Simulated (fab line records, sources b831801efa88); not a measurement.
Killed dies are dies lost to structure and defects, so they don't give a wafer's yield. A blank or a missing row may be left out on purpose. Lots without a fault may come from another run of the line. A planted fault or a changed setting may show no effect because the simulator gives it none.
Problem report in the 8D (eight disciplines) form, filled by code | flow gf180mcu | the parts of the form that need people (team, actions taken, sign-off) are left out

1. THE PROBLEM
cathode_dc_power_W at GF_TOP_METAL_SPUTTER_01 reads a mean of 5693.7 W on 2 wafers of 2 lots; wafers without a fault read 6500.1 W with a standard deviation of 1.2. That is -99 or more standard deviations from the usual mean.
The step: material TiN, target thk 30 nm, time 25 s.
First seen on wafer L826.4, day 30 19:45, on pvd_sputter-02. The record holds 36 wafers of 12 lots with a number at this step. Rule for "out", or "out of limits": more than 4 standard deviations from the usual mean. The other wafers with a number count as sound.

2. WHAT IT IS AND WHAT IT IS NOT
question                    | is                 | is not
which readings at this step | cathode_dc_power_W | chamber_pressure_pa, throttle_valve_pct
which lots                  | L826, L828         | L814, L815, L816, L819, L820, L821, L824, L825, L835, L837
which wafers of those lots  | L826.4, L828.1     | L826.5, L826.6, L828.2, L828.4
read on which tools         | pvd_sputter-02     | pvd_sputter-01, pvd_sputter-03
when                        | from day 30 19:45  | up to then (26 sound wafers); but 8 sound wafers of L828, L835, L837 came after

3. SUSPECTS, AND WHAT RULES EACH OUT
Counting: a tool at a process step up to the reading stays a suspect if it ran every lot that is out. Sound lots after the first of them don't rule it out here, since some wafers of a struck lot are sound.
- plasma_asher-01 at GF_V3_STRIP_18 (strips in O2/N2): kept. It ran every lot that is out, first L826 (day 26 11:22); its last sound lot up to then is L820 (day 24 15:41).
- pvd_sputter-03 at GF_M4_SPUTTER_03 (material Ti, target thk 10 nm, time 6.7 s): kept. It ran every lot that is out, first L826 (day 26 12:44); its last sound lot up to then is L825 (day 26 11:04).
- pvd_sputter-02 at GF_TOP_METAL_SPUTTER_01 (material TiN, target thk 30 nm, time 25 s): kept. It ran every lot that is out, first L826 (day 30 19:45); its last sound lot up to then is L825 (day 30 18:28). Its own readings are out on those wafers: cathode_dc_power_W.
Left after counting: plasma_asher-01 at GF_V3_STRIP_18, pvd_sputter-03 at GF_M4_SPUTTER_03, pvd_sputter-02 at GF_TOP_METAL_SPUTTER_01.

4. THE CAUSE (what the simulator had put in)
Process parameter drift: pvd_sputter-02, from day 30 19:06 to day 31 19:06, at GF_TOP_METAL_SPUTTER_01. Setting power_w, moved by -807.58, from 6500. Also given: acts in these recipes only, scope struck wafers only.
Counting left 3 suspects, and this tool is among them.

5. THE CHAIN OF EFFECTS, in route order
Each row: a reading whose mean over the struck wafers that have a number lies more than 3 standard deviations from the usual. Only readings for which the record gives a usual standard deviation are gone through. hours: the time from each lot's start at the first step in this table that gives one to its start at this step, as a median over the lots. sigmas: the change in usual standard deviations.
hours | step                    | reading            | usual    | on struck wafers | change | sigmas
0     | GF_TOP_METAL_SPUTTER_01 | cathode_dc_power_W | 6500.1 W | 5693.7           | -806.4 | -99 or more
The process steps in it:
- GF_TOP_METAL_SPUTTER_01: material TiN, target thk 30 nm, time 25 s.

6. WHAT WOULD HAVE CAUGHT IT SOONER
In this record the first reading out of limits was taken at day 30 19:45, 1 hour after the fault began at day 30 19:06.
